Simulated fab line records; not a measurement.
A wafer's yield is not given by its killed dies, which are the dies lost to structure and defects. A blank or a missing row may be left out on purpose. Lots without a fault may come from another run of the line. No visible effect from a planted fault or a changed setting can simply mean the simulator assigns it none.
2 desks, one fault	flow sky130	what lay behind the numbers comes last; until then each desk has only its own

METROLOGY DESK
What the gauges read, lot by lot, whatever tool the lot ran on: means of the sampled wafers that have a number. The brackets show how far a lot's mean lies from the usual mean; more than 4 standard deviations puts the lot out of limits, marked OUT.
Columns: A = PASSIVATION_CVD_00_THK at SKY_PASSIVATION_THK_MEAS_01, usual 89.7 nm; B = PASSIVATION_CVD_02_THK at SKY_PASSIVATION_THK_MEAS_03, usual 541 nm
lot	first seen here	A	B
L324	day 43 22:41	89.5	538
L331	day 46 02:50	90.7	537
L339	day 48 15:37	90.7	553
L342	day 48 23:53	89.8	532
L345	day 49 15:07	89.2	542
This desk's verdict: no lot among the 5 shows anything out of limits.

DESK OF THE TOOL OWNER: pecvd-01
The tool's own readings at SKY_PASSIVATION_CVD_02 (deposits Si3N4, target thk 540 nm): means of the sampled wafers that have a number, for each lot that ran on this tool. The brackets show how far a lot's mean lies from the usual mean; more than 4 standard deviations puts the lot out of limits, marked OUT.
Columns: A = heater-power-w at SKY_PASSIVATION_CVD_02, usual 682 W; B = susceptor-temp-C at SKY_PASSIVATION_CVD_02, usual 400.03 C
lot	first seen here	A	B
L324	day 43 22:44	649	399.94
L339	day 48 15:40	665	399.89
This desk's verdict: no lot among the 2 shows anything out of limits.

TAKEN TOGETHER
At the metrology desk, nothing out of limits was observed.
The tool owner's desk saw nothing out of limits.

WHAT THE SIMULATOR HAD PUT IN
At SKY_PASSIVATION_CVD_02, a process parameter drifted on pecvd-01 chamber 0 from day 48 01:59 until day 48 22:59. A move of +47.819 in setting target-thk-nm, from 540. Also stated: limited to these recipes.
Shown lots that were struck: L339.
